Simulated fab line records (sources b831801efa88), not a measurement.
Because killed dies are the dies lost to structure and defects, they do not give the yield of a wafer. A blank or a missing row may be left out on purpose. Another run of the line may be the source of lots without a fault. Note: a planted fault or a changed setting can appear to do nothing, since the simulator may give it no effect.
What tool caused it? | flow sky130 | 18 wafers sampled from 6 lots at 1 step of a route of 708

== WHAT THE GAUGES SHOWED, per wafer ==
SKY_METAL3_OVL_MEAS_14.
lot  | measured     | on         | METAL3_OVL (nm)
L800 | day 39 23:10 | overlay-01 | 4 7 14
L802 | day 40 19:44 | overlay-02 | 2 3 10
L805 | day 41 17:56 | overlay-01 | 1 0 -5
L812 | day 43 16:23 | overlay-02 | -3 6 4
L814 | day 44 08:43 | overlay-01 | 7 -1 -2
L817 | day 44 19:07 | overlay-01 | 7 4 -1

== WHICH TOOL RAN EACH LOT (tool, then ch and the chambers of the sampled wafers, then the start) ==
There is no process step in the record ahead of these readings.

== THE ANSWER, worked out from the rows above alone ==
Rule: what is usual is taken from the lots themselves. The widest of any qualifying gaps counts: lots, ordered by their means at a reading, are off when they make up no more than a third of the lots, leave a main group of 4 or more, and stand apart from it by 3 or more times the standard deviation of that group's means. A main group is skipped when, at the precision printed for the reading in the tables above, its means are all equal. A lot without any number at a reading at which 4 lots or more have one is off too. Any other lot the step has rows for is counted as sound.
No lot is off at any reading shown: from this, nothing can be told.

== WHAT THE SIMULATOR PUT IN ==
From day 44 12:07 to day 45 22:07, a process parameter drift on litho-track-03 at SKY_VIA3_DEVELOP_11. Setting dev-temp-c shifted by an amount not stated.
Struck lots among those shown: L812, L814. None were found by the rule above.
